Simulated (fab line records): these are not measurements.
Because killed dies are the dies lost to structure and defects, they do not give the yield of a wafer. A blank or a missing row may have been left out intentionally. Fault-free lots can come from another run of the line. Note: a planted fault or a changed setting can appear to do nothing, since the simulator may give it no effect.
Matching of chambers + flow sky130 + 4 sister chambers for SKY_VIA2_ETCH_14 on rieDiel-03
The step etches BARC in N2/H2, stops on SiO2, time 45.9 s, target depth 60 nm. 8 wafers are shown with their chamber, then 9 later ones without.

WAFERS WITH THEIR CHAMBER
| wafer  | chamber | drypumpMotorCurrentA (A) | n2FlowSccm (sccm) |
|--------|---------|--------------------------|-------------------|
| L082.3 | 2       | 6.6                      | 100.2             |
| L082.5 | 2       | 6.6                      | 99.8              |
| L081.1 | 1       | 5.8                      | 99.3              |
| L081.5 | 0       | 5.9                      | 99.8              |
| L081.6 | 3       | 5.4                      | 99.6              |
| L087.4 | 1       | 5.8                      | 100.4             |
| L087.5 | 0       | 5.8                      | 100.1             |
| L087.6 | 3       | 5.4                      | 99.6              |

WAFERS WHOSE CHAMBER IS MISSING
| wafer  | drypumpMotorCurrentA (A) | n2FlowSccm (sccm) |
|--------|--------------------------|-------------------|
| L092.3 | 5.9                      | 99.8              |
| L092.4 | 6.6                      | 100.4             |
| L092.6 | 5.9                      | 100.1             |
| L094.4 | 5.9                      | 99.8              |
| L094.5 | 5.8                      | 100.0             |
| L094.6 | 5.4                      | 100.1             |
| L095.1 | 6.6                      | 99.9              |
| L095.3 | 5.4                      | 100.3             |
| L095.5 | 5.8                      | 100.3             |

THE CHAMBER EACH PASSED THROUGH
| wafer  | from the rows above     | in truth |
|--------|-------------------------|----------|
| L092.3 | can't be placed: 0 or 1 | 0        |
| L092.4 | 2                       | 2        |
| L092.6 | can't be placed: 0 or 1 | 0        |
| L094.4 | can't be placed: 0 or 1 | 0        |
| L094.5 | can't be placed: 1 or 0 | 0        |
| L094.6 | 3                       | 3        |
| L095.1 | 2                       | 2        |
| L095.3 | 3                       | 3        |
| L095.5 | can't be placed: 1 or 0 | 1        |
4 of 9 placed correctly. Can't be placed from these rows: 5 (the true chamber is among the candidates in 5). Wrongly placed: 0.
How it was worked out, from the rows above alone: a wafer's distance from a chamber is the root of the sum, over the readings, of the square of ((its reading less the chamber's mean) divided by the reading's scatter). The wafer belongs to the nearest chamber; if the next one is less than 2 further off, it can't be placed. Each chamber's mean is taken over the wafers shown for it. The scatter: the root of (the sum of the squares of (reading less its chamber's mean) over the shown wafers, divided by (wafers less chambers)).
